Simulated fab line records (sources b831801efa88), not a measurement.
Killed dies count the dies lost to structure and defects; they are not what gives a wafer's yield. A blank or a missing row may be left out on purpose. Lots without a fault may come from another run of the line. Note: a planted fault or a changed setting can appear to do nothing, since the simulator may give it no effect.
Commonality check across tools + flow gf180mcu + Lots sampled 11, wafers sampled 39

== REASON IT WAS OPENED ==
Of 11 lots, 2 have the reading HV_LDD_3_TW flagged at GF_HV_LDD_TW_MEAS_38. Wafers without a fault read 1442, standard deviation 17.
Rule: a lot is flagged when every wafer of it that has a number lies more than 4 standard deviations from that mean, or none has a number. All remaining lots are regarded as sound.

| lot  | measured     | on            | HV_LDD_3_TW, wafer by wafer   | flag    |
|------|--------------|---------------|-------------------------------|---------|
| L801 | day 11 12:05 | film_metro-03 | 1433 1427 1424                |         |
| L802 | day 11 16:11 | film_metro-01 | 1452 1463 1467                |         |
| L803 | day 12 00:41 | film_metro-01 | 1452 1457 1451                |         |
| L804 | day 12 12:05 | film_metro-03 | 1424 1427 1428                |         |
| L805 | day 12 19:05 | film_metro-01 | 1452 1453 1454                |         |
| L807 | day 13 17:59 | film_metro-03 | 1414 1421 1422                |         |
| L808 | day 14 00:50 | film_metro-04 | 1454 1457 1449                |         |
| L809 | day 14 13:14 | film_metro-01 | 1467 1469 1459                |         |
| L811 | day 15 08:16 | film_metro-03 | 1420 1427 1422                |         |
| L815 | day 16 15:02 | film_metro-03 | 1345 1344 1341 1346 1342 1342 | FLAGGED |
| L816 | day 16 23:56 | film_metro-03 | 1343 1346 1347 1351 1350 1360 | FLAGGED |
The mean of the flagged lots' numbers is 1346, -96 from the usual (-6 standard deviations).

== WHICH TOOL EACH LOT WENT THROUGH ==
The record holds 3 process steps before the reading, out of a route of 602 steps. Cell contents, in order: the tool; ch with the chambers the sampled wafers went through; the start.
| lot  | flag    | GF_VT_IMPLANT_STRIP_09              | GF_DUAL_GATE_STRIP_13                | GF_HV_LDD_IMPLANT_35            |
|------|---------|-------------------------------------|--------------------------------------|---------------------------------|
| L801 |         | plasma_asher-03 ch 0,1, day 5 15:04 | plasma_asher-01 ch 0,1, day 8 08:30  | implanter-01 ch 0, day 11 11:41 |
| L802 |         | plasma_asher-01 ch 1, day 5 20:52   | plasma_asher-04 ch 1, day 8 13:23    | implanter-01 ch 0, day 11 15:48 |
| L803 |         | plasma_asher-04 ch 0,1, day 6 02:25 | plasma_asher-02 ch 0,1, day 8 20:57  | implanter-01 ch 0, day 12 00:18 |
| L804 |         | plasma_asher-04 ch 0,1, day 6 08:37 | plasma_asher-01 ch 0,1, day 9 04:25  | implanter-01 ch 0, day 12 11:41 |
| L805 |         | plasma_asher-01 ch 0,1, day 6 15:25 | plasma_asher-04 ch 0,1, day 9 11:12  | implanter-02 ch 0, day 12 18:42 |
| L807 |         | plasma_asher-04 ch 0,1, day 7 04:13 | plasma_asher-04 ch 0,1, day 10 01:54 | implanter-02 ch 0, day 13 17:35 |
| L808 |         | plasma_asher-01 ch 1, day 7 11:34   | plasma_asher-04 ch 0,1, day 10 09:42 | implanter-02 ch 0, day 14 00:26 |
| L809 |         | plasma_asher-01 ch 0,1, day 7 16:13 | plasma_asher-02 ch 0,1, day 10 17:59 | implanter-02 ch 0, day 14 12:20 |
| L811 |         | plasma_asher-03 ch 0,1, day 8 07:05 | plasma_asher-02 ch 0,1, day 11 13:20 | implanter-03 ch 0, day 15 07:53 |
| L815 | FLAGGED | plasma_asher-01 ch 0,1, day 9 06:07 | plasma_asher-02 ch 0,1, day 12 11:27 | implanter-01 ch 0, day 16 14:38 |
| L816 | FLAGGED | plasma_asher-04 ch 0,1, day 9 14:58 | plasma_asher-04 ch 0,1, day 12 22:54 | implanter-01 ch 0, day 16 23:33 |
What the steps here do:
- GF_VT_IMPLANT_STRIP_09: strips in O2/N2.
- GF_DUAL_GATE_STRIP_13: strips in O2/N2.
- GF_HV_LDD_IMPLANT_35
- GF_HV_LDD_TW_MEAS_38

== FLAGGED AGAINST TOTAL, ONE TOOL AT A TIME (gauges that did the reading follow at the end) ==
| step                   | tool            | lots run | flagged | share of the flagged lots | sound lots run after its first flagged lot |
|------------------------|-----------------|----------|---------|---------------------------|--------------------------------------------|
| GF_VT_IMPLANT_STRIP_09 | plasma_asher-01 | 5        | 1       | some                      | 0                                          |
| GF_VT_IMPLANT_STRIP_09 | plasma_asher-03 | 2        | 0       | none                      | -                                          |
| GF_VT_IMPLANT_STRIP_09 | plasma_asher-04 | 4        | 1       | some                      | 0                                          |
| GF_DUAL_GATE_STRIP_13  | plasma_asher-01 | 2        | 0       | none                      | -                                          |
| GF_DUAL_GATE_STRIP_13  | plasma_asher-02 | 4        | 1       | some                      | 0                                          |
| GF_DUAL_GATE_STRIP_13  | plasma_asher-04 | 5        | 1       | some                      | 0                                          |
| GF_HV_LDD_IMPLANT_35   | implanter-01    | 6        | 2       | all                       | 0                                          |
| GF_HV_LDD_IMPLANT_35   | implanter-02    | 4        | 0       | none                      | -                                          |
| GF_HV_LDD_IMPLANT_35   | implanter-03    | 1        | 0       | none                      | -                                          |
| GF_HV_LDD_TW_MEAS_38   | film_metro-01   | 4        | 0       | none                      | -                                          |
| GF_HV_LDD_TW_MEAS_38   | film_metro-03   | 6        | 2       | all                       | 0                                          |
| GF_HV_LDD_TW_MEAS_38   | film_metro-04   | 1        | 0       | none                      | -                                          |

== THE TABLE: WHAT IT ALLOWS ==
In 2 table rows, all flagged lots were run: implanter-01 (GF_HV_LDD_IMPLANT_35), film_metro-03 (GF_HV_LDD_TW_MEAS_38).
- implanter-01 at GF_HV_LDD_IMPLANT_35 ran 6 lots, 2 of them flagged. A fault beginning between L804 (day 12 11:41), its last sound lot, and L815 (day 16 14:38), its first flagged one, fits the data. Its own readings (dose_ions_cm2, faraday_current_uA) fall more than 4 standard deviations out on all wafers of the flagged lots.
- film_metro-03 at GF_HV_LDD_TW_MEAS_38 ran 6 lots, 2 of them flagged. A fault beginning between L811 (day 15 08:16), its last sound lot, and L815 (day 16 15:02), its first flagged one, fits the data.
Because each of these 2 tools fits a fault that began at some hour, counting lots does not separate them. More lots, or a look at what each step does to the wafer, might.

== WHAT WAS PUT IN BY THE SIMULATOR ==
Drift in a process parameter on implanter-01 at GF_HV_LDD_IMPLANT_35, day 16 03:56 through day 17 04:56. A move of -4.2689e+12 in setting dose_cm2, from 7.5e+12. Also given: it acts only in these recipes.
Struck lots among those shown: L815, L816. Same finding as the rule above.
